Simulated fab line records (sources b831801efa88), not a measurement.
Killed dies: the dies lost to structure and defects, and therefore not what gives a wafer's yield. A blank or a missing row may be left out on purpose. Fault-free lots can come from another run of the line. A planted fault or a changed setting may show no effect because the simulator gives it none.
fab line records	flow gf180mcu	part 1 of 2: steps 1 to 25 of 34
record lots=5	wafers=15	last_day=34
route steps=602 shown TOP_METAL@567 PASSIVATION@587
lots that met no fault: taken from a fault-free run of the same line
start_h: the number of hours between the record's first day and the start of the first shown wafer of the lot	wait_h: how many hours have passed since the lot's step before this one	" repeats the value in the row above	L1.1+2: several wafers, shown together as one row	- no value present, or no start provided	* or withheld: withheld	< > ~ a bound
route shown NAME@n: names a module that has steps shown in the file, with the first one's number in the route	usual: the fault-free wafers' mean and standard deviation	same: alike in all rows	chamber/n: place in a boat	sites: per-site readings	_std_site: how widely they spread, as a standard deviation	_edge_site: outer sites' mean less inner sites'	radius_mm: how far each site lies from the wafer's centre	mask NAME#n: copy n	behind: the last tool/chamber to shape the wafer	hold: why the lot was held/for how many hours/how that ended	device: whichever transistor did not switch (one of n, p or np)	end of line: tests run on the same wafers once the route is complete	step lacking rows: just its recipe	killed: not the wafer's yield, but the dies lost to structure and defects at the first sort	map: dies across one wafer; x = killed, . = not, _ = none there
set.NAME: the setting as run; set.NAME@STEP: as run at that earlier step	model.NAME: the simulator's own value behind a step, which no gauge read
lots at selected steps of the route; one table per step, one row per wafer
services: the hour from which a tool's chamber was out of use, counted from the record's first day as start_h (under 0 if before that day), plus the number of hours and why
## steps
# step GF_TOP_METAL_SPUTTER_00
# recipe material=Ti	target_thk_nm=37.5	arriving_ion_energy_ev=80	substrate_temp_c=200	chamber_pressure_pa=2	power_w=4000	time_s=150
# usual throttle_valve_pct=29.7/0.82
lot.wafer	tool	chamber	start_h	wait_h	throttle_valve_pct
L074.1	pvd_sputter-01	-	635.93	0.1	30.5
L074.3	"	-	"	"	29.1
L074.6	"	-	"	"	29.1
L090.1	pvd_sputter-02	-	742.76	0.2	29.2
L090.3	"	-	"	"	29.4
L090.6	"	-	"	"	29.2
L093.3	pvd_sputter-02	-	764.88	0.2	31.2
L093.4	"	-	"	"	29.2
L093.6	"	-	"	"	29.5
L094.2	pvd_sputter-01	-	765.96	0.1	28.7
L094.5	"	-	"	"	29.2
L094.6	"	-	"	"	29.9
L097.1	pvd_sputter-02	-	780.92	0.2	29.1
L097.2	"	-	"	"	29.4
L097.3	"	-	"	"	30.4
# step GF_TOP_METAL_SPUTTER_01
# recipe material=TiN	target_thk_nm=30	power_w=6500	time_s=25	chamber_pressure_pa=0.4
# usual throttle_valve_pct=29.8/0.8
lot.wafer	tool	chamber	start_h	wait_h	throttle_valve_pct
L074.1	pvd_sputter-01	-	636.03	0.1	30.5
L074.3	"	-	"	"	29.0
L074.6	"	-	"	"	28.6
L090.1	pvd_sputter-02	-	742.86	0.1	29.3
L090.3	"	-	"	"	29.3
L090.6	"	-	"	"	29.5
L093.3	pvd_sputter-02	-	764.98	0.1	31.2
L093.4	"	-	"	"	29.3
L093.6	"	-	"	"	29.7
L094.2	pvd_sputter-01	-	766.06	0.1	29.3
L094.5	"	-	"	"	29.1
L094.6	"	-	"	"	29.8
L097.1	pvd_sputter-02	-	781.02	0.1	29.1
L097.2	"	-	"	"	29.4
L097.3	"	-	"	"	30.6
# step GF_TOP_METAL_SPUTTER_02
# recipe material=AlCu	target_thk_nm=900	power_w=10600	chamber_pressure_pa=0.3	substrate_temp_c=250	gas=Ar	time_s=47.82
# usual throttle_valve_pct=29.8/0.8
lot.wafer	tool	chamber	start_h	wait_h	throttle_valve_pct
L074.1	pvd_sputter-01	-	636.06	0.0	30.4
L074.3	"	-	"	"	29.2
L074.6	"	-	"	"	29.3
L090.1	pvd_sputter-02	-	742.90	0.0	29.4
L090.3	"	-	"	"	29.2
L090.6	"	-	"	"	29.5
L093.3	pvd_sputter-02	-	765.01	0.0	31.2
L093.4	"	-	"	"	29.3
L093.6	"	-	"	"	29.4
L094.2	pvd_sputter-01	-	766.09	0.0	29.3
L094.5	"	-	"	"	29.0
L094.6	"	-	"	"	30.0
L097.1	pvd_sputter-02	-	781.05	0.0	29.1
L097.2	"	-	"	"	29.4
L097.3	"	-	"	"	30.4
# step GF_TOP_METAL_SPUTTER_03
# recipe material=Ti	target_thk_nm=5	substrate_temp_c=300	chamber_pressure_pa=0.3	power_w=3000	time_s=3.3
# usual throttle_valve_pct=29.7/0.81
lot.wafer	tool	chamber	start_h	wait_h	throttle_valve_pct
L074.1	pvd_sputter-01	-	636.10	0.0	30.3
L074.3	"	-	"	"	29.0
L074.6	"	-	"	"	29.1
L090.1	pvd_sputter-02	-	742.94	0.0	29.5
L090.3	"	-	"	"	29.2
L090.6	"	-	"	"	29.2
L093.3	pvd_sputter-02	-	765.05	0.0	31.2
L093.4	"	-	"	"	29.3
L093.6	"	-	"	"	29.4
L094.2	pvd_sputter-01	-	766.14	0.0	29.1
L094.5	"	-	"	"	29.2
L094.6	"	-	"	"	29.8
L097.1	pvd_sputter-02	-	781.09	0.0	29.2
L097.2	"	-	"	"	29.4
L097.3	"	-	"	"	30.2
# step GF_TOP_METAL_SPUTTER_04
# recipe material=TiN	target_thk_nm=25	power_w=6500	time_s=20.8	chamber_pressure_pa=0.4
# usual throttle_valve_pct=29.7/0.8
lot.wafer	tool	chamber	start_h	wait_h	throttle_valve_pct
L074.1	pvd_sputter-01	-	636.12	0.0	30.2
L074.3	"	-	"	"	29.0
L074.6	"	-	"	"	29.3
L090.1	pvd_sputter-02	-	742.96	0.0	29.6
L090.3	"	-	"	"	29.4
L090.6	"	-	"	"	29.4
L093.3	pvd_sputter-02	-	765.07	0.0	31.0
L093.4	"	-	"	"	29.3
L093.6	"	-	"	"	29.4
L094.2	pvd_sputter-01	-	766.16	0.0	29.2
L094.5	"	-	"	"	29.2
L094.6	"	-	"	"	29.7
L097.1	pvd_sputter-02	-	781.11	0.0	29.1
L097.2	"	-	"	"	29.5
L097.3	"	-	"	"	30.2
# step GF_TOP_METAL_RS_MEAS_05
# recipe thk_meas_gauge=four-point-probe	reads=TiN_of_TOP_METAL_SPUTTER_04+Ti_of_TOP_METAL_SPUTTER_03+AlCu_of_TOP_METAL_SPUTTER_02+TiN_of_TOP_METAL_SPUTTER_01+Ti_of_TOP_METAL_SPUTTER_00
# usual TOP_METAL_ALCU_RS=0.0330/0.00033
lot.wafer	tool	chamber	start_h	wait_h	TOP_METAL_ALCU_RS[ohm/sq]
L074.1	film_metro-04	-	636.15	0.0	0.0326
L074.3	"	-	"	"	0.0330
L074.6	"	-	"	"	0.0334
L090.1	film_metro-01	-	743.00	0.0	0.0335
L090.3	"	-	"	"	0.0330
L090.6	"	-	"	"	0.0334
L093.3	film_metro-03	-	765.14	0.1	0.0329
L093.4	"	-	"	"	0.0333
L093.6	"	-	"	"	0.0333
L094.2	film_metro-04	-	766.20	0.0	0.0329
L094.5	"	-	"	"	0.0332
L094.6	"	-	"	"	0.0335
L097.1	film_metro-03	-	781.14	0.0	0.0329
L097.2	"	-	"	"	0.0331
L097.3	"	-	"	"	0.0329
# step GF_TOP_METAL_THK_MEAS_06
# recipe thk_meas_gauge=xrf	reads=AlCu_of_TOP_METAL_SPUTTER_02
# usual TOP_METAL_ALCU_THK=881/9.9
lot.wafer	tool	chamber	start_h	wait_h	TOP_METAL_ALCU_THK[nm]
L074.1	film_metro-04	-	636.27	0.1	898
L074.3	"	-	"	"	883
L074.6	"	-	"	"	875
L090.1	film_metro-01	-	743.12	0.1	864
L090.3	"	-	"	"	880
L090.6	"	-	"	"	877
L093.3	film_metro-03	-	765.24	0.1	878
L093.4	"	-	"	"	871
L093.6	"	-	"	"	868
L094.2	film_metro-04	-	766.31	0.1	883
L094.5	"	-	"	"	878
L094.6	"	-	"	"	876
L097.1	film_metro-03	-	781.26	0.1	875
L097.2	"	-	"	"	862
L097.3	"	-	"	"	870
# step GF_TOP_METAL_DEHYDRATE_07
# recipe temp_c=200	time_s=60
# usual exhaust_pa=45.0/0.86
lot.wafer	tool	chamber	start_h	wait_h	exhaust_pa
L074.1	litho_track-03	0	645.04	8.8	45.4
L074.3	"	0	"	"	46.1
L074.6	"	0	"	"	44.4
L090.1	litho_track-03	0	750.44	7.3	45.0
L090.3	"	0	"	"	45.3
L090.6	"	0	"	"	46.0
L093.3	litho_track-03	0	772.74	7.5	45.0
L093.4	"	0	"	"	43.8
L093.6	"	0	"	"	45.0
L094.2	litho_track-01	0	773.86	7.5	44.7
L094.5	"	0	"	"	46.0
L094.6	"	0	"	"	44.9
L097.1	litho_track-03	0	787.84	6.6	44.4
L097.2	"	0	"	"	43.7
L097.3	"	0	"	"	45.7
# step GF_TOP_METAL_HMDS_08
# recipe prime_time_s=60	prime_temp_c=120
# usual exhaust_pa=45.1/1
lot.wafer	tool	chamber	start_h	wait_h	exhaust_pa
L074.1	litho_track-03	0	645.19	0.1	43.3
L074.3	"	0	"	"	45.4
L074.6	"	0	"	"	44.9
L090.1	litho_track-03	0	750.59	0.1	46.3
L090.3	"	0	"	"	46.2
L090.6	"	0	"	"	46.2
L093.3	litho_track-03	0	772.89	0.1	43.1
L093.4	"	0	"	"	42.9
L093.6	"	0	"	"	45.1
L094.2	litho_track-01	0	774.01	0.1	46.2
L094.5	"	0	"	"	46.3
L094.6	"	0	"	"	45.7
L097.1	litho_track-03	0	787.99	0.1	45.2
L097.2	"	0	"	"	44.1
L097.3	"	0	"	"	45.4
# step GF_TOP_METAL_COAT_09
# recipe resist=NOVOLAK	spin_rpm=3000	resist_thk_nm=1500
# usual exhaust_pa=44.9/0.93
lot.wafer	tool	chamber	start_h	wait_h	exhaust_pa
L074.1	litho_track-03	0	645.34	0.1	45.9
L074.3	"	0	"	"	47.2
L074.6	"	0	"	"	45.5
L090.1	litho_track-03	0	750.74	0.1	45.0
L090.3	"	0	"	"	46.1
L090.6	"	0	"	"	47.0
L093.3	litho_track-03	0	773.04	0.1	46.1
L093.4	"	0	"	"	46.2
L093.6	"	0	"	"	46.1
L094.2	litho_track-01	0	774.16	0.1	44.1
L094.5	"	0	"	"	45.1
L094.6	"	0	"	"	44.6
L097.1	litho_track-03	0	788.14	0.1	44.8
L097.2	"	0	"	"	44.7
L097.3	"	0	"	"	44.0
# step GF_TOP_METAL_SOFTBAKE_10
# recipe temp_c=90	time_s=60	resist=NOVOLAK
# usual exhaust_pa=45.1/0.88
lot.wafer	tool	chamber	start_h	wait_h	exhaust_pa
L074.1	litho_track-03	0	645.49	0.1	45.0
L074.3	"	0	"	"	45.5
L074.6	"	0	"	"	44.6
L090.1	litho_track-03	0	750.89	0.1	46.5
L090.3	"	0	"	"	45.7
L090.6	"	0	"	"	45.7
L093.3	litho_track-03	0	773.19	0.1	47.0
L093.4	"	0	"	"	44.3
L093.6	"	0	"	"	44.6
L094.2	litho_track-01	0	774.31	0.1	44.7
L094.5	"	0	"	"	45.1
L094.6	"	0	"	"	45.1
L097.1	litho_track-03	0	788.29	0.1	45.9
L097.2	"	0	"	"	45.4
L097.3	"	0	"	"	44.8
# step GF_TOP_METAL_EXPOSE_11
# recipe mask_id=MetalTop	target_cd_nm=440	na=0.6	source_shape=conventional	sigma_outer=0.6	dose_mj=170
# usual exposure_dose_mJ_cm2=170.2/0.56
lot.wafer	tool	chamber	start_h	wait_h	mask	exposure_dose_mJ_cm2
L074.1	iline_stepper-01	0	-	-	MetalTop#0	170.0
L074.3	"	0	"	"	MetalTop#0	170.1
L074.6	"	0	"	"	MetalTop#0	170.0
L090.1	iline_stepper-02	0	-	-	MetalTop#0	169.9
L090.3	"	0	"	"	MetalTop#0	169.9
L090.6	"	0	"	"	MetalTop#0	169.7
L093.3	iline_stepper-02	0	-	-	MetalTop#0	169.8
L093.4	"	0	"	"	MetalTop#0	169.8
L093.6	"	0	"	"	MetalTop#0	170.0
L094.2	iline_stepper-02	0	-	-	MetalTop#0	170.1
L094.5	"	0	"	"	MetalTop#0	170.1
L094.6	"	0	"	"	MetalTop#0	170.0
L097.1	iline_stepper-01	0	-	-	MetalTop#0	171.0
L097.2	"	0	"	"	MetalTop#0	171.3
L097.3	"	0	"	"	MetalTop#0	171.2
# step GF_TOP_METAL_PEB_12
# recipe temp_c=withheld	time_s=*	resist=NOVOLAK
# usual exhaust_pa=45.1/0.87
lot.wafer	tool	chamber	start_h	wait_h	exhaust_pa
L074.1	litho_track-01	0	-	-	44.1
L074.3	"	0	"	"	44.0
L074.6	"	0	"	"	44.0
L090.1	litho_track-03	0	-	-	44.7
L090.3	"	0	"	"	43.9
L090.6	"	0	"	"	45.4
L093.3	litho_track-02	0	-	-	45.1
L093.4	"	0	"	"	45.8
L093.6	"	0	"	"	45.9
L094.2	litho_track-02	0	-	-	45.1
L094.5	"	0	"	"	46.2
L094.6	"	0	"	"	45.7
L097.1	litho_track-01	0	-	-	44.5
L097.2	"	0	"	"	46.0
L097.3	"	0	"	"	45.2
# step GF_TOP_METAL_DEVELOP_13
# recipe develop_time_s=60	dev_temp_c=23
# usual exhaust_pa=44.8/0.9
lot.wafer	tool	chamber	start_h	wait_h	exhaust_pa
L074.1	litho_track-01	0	655.53	0.1	45.3
L074.3	"	0	"	"	45.7
L074.6	"	0	"	"	46.1
L090.1	litho_track-03	0	758.79	0.1	45.4
L090.3	"	0	"	"	43.9
L090.6	"	0	"	"	44.5
L093.3	litho_track-02	0	780.87	0.1	45.1
L093.4	"	0	"	"	44.5
L093.6	"	0	"	"	45.0
L094.2	litho_track-02	0	781.74	0.1	43.3
L094.5	"	0	"	"	42.7
L094.6	"	0	"	"	43.7
L097.1	litho_track-01	0	796.03	0.1	44.5
L097.2	"	0	"	"	43.4
L097.3	"	0	"	"	44.8
# step GF_TOP_METAL_CD_MEAS_14
# recipe target_cd_nm=440
# usual cd_nm=440.0/1.6
lot.wafer	tool	chamber	start_h	wait_h	cd_nm
L074.1	cd_sem-01	-	655.68	0.1	439.2
L074.3	"	-	"	"	440.6
L074.6	"	-	"	"	439.9
L090.1	cd_sem-01	-	758.94	0.1	438.2
L090.3	"	-	"	"	439.1
L090.6	"	-	"	"	439.1
L093.3	cd_sem-02	-	781.01	0.1	437.2
L093.4	"	-	"	"	436.2
L093.6	"	-	"	"	439.3
L094.2	cd_sem-02	-	781.89	0.1	439.6
L094.5	"	-	"	"	440.4
L094.6	"	-	"	"	440.0
L097.1	cd_sem-02	-	796.21	0.2	439.8
L097.2	"	-	"	"	438.7
L097.3	"	-	"	"	439.3
# step GF_TOP_METAL_OVL_MEAS_15
# usual TOP_METAL_OVL=-0.2/1.1
lot.wafer	tool	chamber	start_h	wait_h	TOP_METAL_OVL[nm]
L074.1	overlay-02	-	655.80	0.1	0.2
L074.3	"	-	"	"	-0.2
L074.6	"	-	"	"	-0.8
L090.1	overlay-02	-	759.06	0.1	0.0
L090.3	"	-	"	"	2.0
L090.6	"	-	"	"	-1.5
L093.3	overlay-02	-	781.10	0.1	0.6
L093.4	"	-	"	"	0.8
L093.6	"	-	"	"	-0.5
L094.2	overlay-02	-	781.99	0.1	1.2
L094.5	"	-	"	"	1.5
L094.6	"	-	"	"	0.6
L097.1	overlay-02	-	796.33	0.1	-0.5
L097.2	"	-	"	"	0.5
L097.3	"	-	"	"	0.1
# step GF_TOP_METAL_METAL_ETCH_16
# recipe chemistry=Cl2/BCl3	mask_material=NOVOLAK	target_depth_nm=1197	stop_on=SiO2	pressure_mtorr=8	icp_w=800	bias_w=140	Cl2_flow_sccm=80	bcl3_flow_sccm=40	time_s=199.5
# usual bias_w=140.0/0.42	drypump_motor_current_A=5.6/0.44	oes_product_au=0.991/0.0054	throttle_valve_pct=28.230/0.0098
lot.wafer	tool	chamber	start_h	wait_h	bias_w	drypump_motor_current_A	oes_product_au	rf_hours_counter_h	throttle_valve_pct
L074.1	rie_metal-04	1	655.84	0.0	139.9	5.8	0.986	1	28.242
L074.3	"	0	"	"	140.2	5.9	0.993	-	28.230
L074.6	"	0	"	"	140.0	5.8	0.998	-	28.222
L090.1	rie_metal-02	0	759.10	0.0	140.5	5.0	0.988	9	28.218
L090.3	"	0	"	"	140.2	5.0	0.995	-	28.229
L090.6	"	0	"	"	140.5	4.9	1.001	-	28.244
L093.3	rie_metal-02	1	781.19	0.1	139.7	5.8	0.995	-	28.216
L093.4	"	0	"	"	139.7	5.0	0.982	-	28.234
L093.6	"	1	"	"	139.0	5.8	0.992	-	28.202
L094.2	rie_metal-04	0	782.02	0.0	140.3	5.8	0.993	5	28.232
L094.5	"	1	"	"	139.4	5.8	0.985	-	28.235
L094.6	"	0	"	"	139.7	5.8	0.995	-	28.215
L097.1	rie_metal-01	1	796.37	0.0	140.2	6.3	0.994	1	28.208
L097.2	"	0	"	"	139.7	5.7	0.992	3	28.233
L097.3	"	1	"	"	140.1	6.3	0.992	-	28.237
# step GF_TOP_METAL_STRIP_17
# recipe chemistry=O2/N2	power_w=1400	pressure_mtorr=1500	platen_temp_c=250	o2_flow_sccm=3000	n2_flow_sccm=300	overash_fraction=0.5
# usual drypump_motor_current_A=5.7/0.57	heater_power_w=338/37	oes_product_au=0.710/0.0046	strip_time_to_endpoint_s=12.90/0.078
lot.wafer	tool	chamber	start_h	wait_h	drypump_motor_current_A	heater_power_w	oes_product_au	rf_hours_counter_h	strip_time_to_endpoint_s
L074.1	plasma_asher-03	0	656.03	0.1	5.0	317	0.713	84	12.90
L074.3	"	0	"	"	5.0	321	0.708	-	12.82
L074.6	"	1	"	"	5.8	326	0.712	-	12.86
L090.1	plasma_asher-03	1	759.61	0.4	5.9	319	0.713	96	12.92
L090.3	"	1	"	"	5.9	316	0.708	-	12.98
L090.6	"	1	"	"	5.9	318	0.704	-	12.93
L093.3	plasma_asher-03	1	781.35	0.1	5.9	322	0.710	-	12.87
L093.4	"	0	"	"	4.9	315	0.711	-	12.99
L093.6	"	0	"	"	5.0	326	0.709	-	12.90
L094.2	plasma_asher-03	1	782.22	0.1	5.9	318	0.714	98	12.78
L094.5	"	1	"	"	5.9	320	0.711	-	12.95
L094.6	"	0	"	"	4.9	319	0.708	-	12.85
L097.1	plasma_asher-03	0	796.56	0.1	5.0	309	0.703	99	12.87
L097.2	"	1	"	"	5.9	316	0.717	99	12.96
L097.3	"	0	"	"	5.0	325	0.707	-	12.93
# step GF_TOP_METAL_STRIP_18
# recipe chemistry=post_etch_residue_remover	time_s=1200	temp_c=72.5
lot.wafer	tool	chamber	start_h	wait_h
L074.1+3+6	wet_bench-03	3	656.13	0.1
L090.1+3+6	wet_bench-04	2	759.71	0.1
L093.3+4+6	wet_bench-04	0	781.42	0.0
L094.2+5+6	wet_bench-04	1	782.32	0.1
L097.1+2+3	wet_bench-04	2	796.66	0.1
# step GF_TOP_METAL_CLEAN_19
# recipe chemistry=DIW	dry=n2_spin
lot.wafer	tool	chamber	start_h	wait_h
L074.1+3+6	wet_bench-02	3	656.50	0.0
L090.1+3+6	wet_bench-02	1	760.08	0.0
L093.3+4+6	wet_bench-02	2	781.76	0.0
L094.2+5+6	wet_bench-03	3	782.66	0.0
L097.1+2+3	wet_bench-02	3	797.00	0.0
# step GF_PASSIVATION_CVD_00
# recipe material=SiO2	target_thk_nm=1000	precursor=TEOS	temp_c=400	time_s=111.95	rf_w=600
# usual heater_power_w=654/110
lot.wafer	tool	chamber	start_h	wait_h	heater_power_w
L074.1	pecvd-04	0	656.60	0.0	585
L074.3	"	1	"	"	634
L074.6	"	0	"	"	618
L090.1	pecvd-04	1	760.18	0.0	659
L090.3	"	0	"	"	565
L090.6	"	0	"	"	609
L093.3	pecvd-02	1	781.89	0.0	735
L093.4	"	0	"	"	454
L093.6	"	0	"	"	511
L094.2	pecvd-02	1	782.75	0.0	722
L094.5	"	1	"	"	619
L094.6	"	0	"	"	460
L097.1	pecvd-03	2	797.09	0.0	755
L097.2	"	1	"	"	633
L097.3	"	0	"	"	546
# step GF_PASSIVATION_THK_MEAS_01
# recipe reads=SiO2_of_PASSIVATION_CVD_00
# usual PASSIVATION_CVD_00_THK=1005/11
lot.wafer	tool	chamber	start_h	wait_h	PASSIVATION_CVD_00_THK[nm]
L074.1	film_metro-02	-	656.68	0.0	998
L074.3	"	-	"	"	1004
L074.6	"	-	"	"	1021
L090.1	film_metro-01	-	760.26	0.0	995
L090.3	"	-	"	"	986
L090.6	"	-	"	"	1005
L093.3	film_metro-01	-	781.99	0.1	990
L093.4	"	-	"	"	996
L093.6	"	-	"	"	1010
L094.2	film_metro-02	-	782.88	0.1	990
L094.5	"	-	"	"	996
L094.6	"	-	"	"	1015
L097.1	film_metro-04	-	797.17	0.0	993
L097.2	"	-	"	"	999
L097.3	"	-	"	"	991
# step GF_PASSIVATION_CVD_02
# recipe material=Si3N4	target_thk_nm=700	time_s=486.18	temp_c=400	rf_w=450
# usual heater_power_w=721/120
lot.wafer	tool	chamber	start_h	wait_h	heater_power_w
L074.1	pecvd-03	0	656.74	0.1	636
L074.3	"	1	"	"	621
L074.6	"	0	"	"	668
L090.1	pecvd-03	0	760.32	0.1	583
L090.3	"	1	"	"	642
L090.6	"	2	"	"	881
L093.3	pecvd-03	2	782.03	0.0	786
L093.4	"	1	"	"	576
L093.6	"	2	"	"	875
L094.2	pecvd-04	1	782.93	0.0	683
L094.5	"	0	"	"	661
L094.6	"	2	"	"	968
L097.1	pecvd-04	1	797.23	0.1	681
L097.2	"	0	"	"	668
L097.3	"	2	"	"	885
# step GF_PASSIVATION_THK_MEAS_03
# recipe reads=Si3N4_of_PASSIVATION_CVD_02
# usual PASSIVATION_CVD_02_THK=699/8.2
lot.wafer	tool	chamber	start_h	wait_h	PASSIVATION_CVD_02_THK[nm]
L074.1	film_metro-02	-	657.03	0.1	700
L074.3	"	-	"	"	692
L074.6	"	-	"	"	710
L090.1	film_metro-02	-	760.60	0.1	690
L090.3	"	-	"	"	695
L090.6	"	-	"	"	700
L093.3	film_metro-04	-	782.33	0.2	683
L093.4	"	-	"	"	708
L093.6	"	-	"	"	689
L094.2	film_metro-01	-	783.22	0.2	692
L094.5	"	-	"	"	700
L094.6	"	-	"	"	707
L097.1	film_metro-04	-	797.52	0.1	683
L097.2	"	-	"	"	688
L097.3	"	-	"	"	683
# step GF_PASSIVATION_DEHYDRATE_04
# recipe temp_c=200	time_s=60
# usual exhaust_pa=45.0/1
lot.wafer	tool	chamber	start_h	wait_h	exhaust_pa
L074.1	litho_track-02	0	666.12	9.1	46.8
L074.3	"	0	"	"	46.6
L074.6	"	0	"	"	46.2
L090.1	litho_track-03	0	768.29	7.7	44.5
L090.3	"	0	"	"	44.2
L090.6	"	0	"	"	43.2
L093.3	litho_track-04	0	789.37	7.0	45.5
L093.4	"	0	"	"	42.4
L093.6	"	0	"	"	45.2
L094.2	litho_track-02	0	790.14	6.9	44.9
L094.5	"	0	"	"	44.6
L094.6	"	0	"	"	43.5
L097.1	litho_track-02	0	804.42	6.9	46.3
L097.2	"	0	"	"	45.4
L097.3	"	0	"	"	46.2
